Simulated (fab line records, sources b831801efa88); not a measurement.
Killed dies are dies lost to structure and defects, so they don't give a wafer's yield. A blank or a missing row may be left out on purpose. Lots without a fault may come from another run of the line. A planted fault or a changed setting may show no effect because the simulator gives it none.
A struck lot beside a sound one | flow sky130 | 14 steps out of a route of 708
Sound: wafers L746.1, L746.3, L746.5. Struck: wafers L741.2, L741.3, L741.6. The cause comes at the end.
At each step with rows: each side's tool, then ch and its chambers, then its first start. Under that, the readings that differ: sound wafers | struck wafers | difference of the means | sigmas: that difference in standard deviations of wafers without a fault.
alike: readings whose means differ by less than 2 such deviations, and words and numbers that are the same on both sides. not compared: withheld readings, readings that some wafer has no value for, bounds like >300 that may hide the same value, and numbers for which the record gives no deviation and whose values overlap.
The two part at a step that has a row with sigmas, a row that says differs or no value, or rows on one side only. Numbers that don't overlap but have no deviation are shown without sigmas and don't part them. A reading that every wafer of one side lacks parts them only if that side has two wafers or more.

first, 4 steps without rows for these wafers: SKY_LDD_HVP_SOFTBAKE_03 (time 60 s); SKY_LDD_HVP_EXPOSE_04 (exposes mask HVPTM, target cd 700 nm); SKY_LDD_HVP_PEB_05; SKY_LDD_HVP_DEVELOP_06 (develop time 60 s).
SKY_LDD_HVP_OVL_MEAS_07:
  sound on overlay-02, day 28 01:29; struck on overlay-02, day 25 18:03
  alike: LDD_HVP_OVL
then, 1 step without rows for these wafers: SKY_LDD_HVP_IMPLANT_08.
SKY_LDD_HVP_STRIP_09: strips in O2/N2.
  sound on plasma_asher-03 ch 0,1, day 28 01:40; struck on plasma_asher-02 ch 0,1, day 25 18:14
  reading                      | sound             | struck            | difference | sigmas
  strip_time_to_endpoint_s (s) | 4.120 4.143 4.119 | 4.163 4.173 4.157 | +0.037     | +3
  alike: drypump_motor_current_A, oes_product_au
  not compared: rf_hours_counter_h
SKY_LDD_HVP_TW_MEAS_10:
  sound on film_metro-04, day 28 01:46; struck on film_metro-02, day 25 18:20
  alike: LDD_HVP_TW
then, 4 steps without rows for these wafers: SKY_LDD_LDN_DEHYDRATE_00 (time 60 s); SKY_LDD_LDN_HMDS_01 (prime time 60 s); SKY_LDD_LDN_COAT_02 (resist thk 1140 nm); SKY_LDD_LDN_SOFTBAKE_03 (time 60 s).
SKY_LDD_LDN_EXPOSE_04: exposes mask LDNTM, target cd 700 nm.
  sound on iline_stepper-02 ch 0, day 28 15:58; struck on iline_stepper-02, day 26 09:14
  no value came back on the struck wafers for exposure_dose_mJ_cm2, focus_offset_nm (nm), sigma_outer; on the sound wafers exposure_dose_mJ_cm2 reads 139.85 139.82 139.92
  alike: mask
then, 1 step without rows for these wafers: SKY_LDD_LDN_PEB_05.

WHERE THEY PART
First at SKY_LDD_HVP_STRIP_09; last, within this record, at SKY_LDD_LDN_EXPOSE_04.

WHY: what the simulator had put in
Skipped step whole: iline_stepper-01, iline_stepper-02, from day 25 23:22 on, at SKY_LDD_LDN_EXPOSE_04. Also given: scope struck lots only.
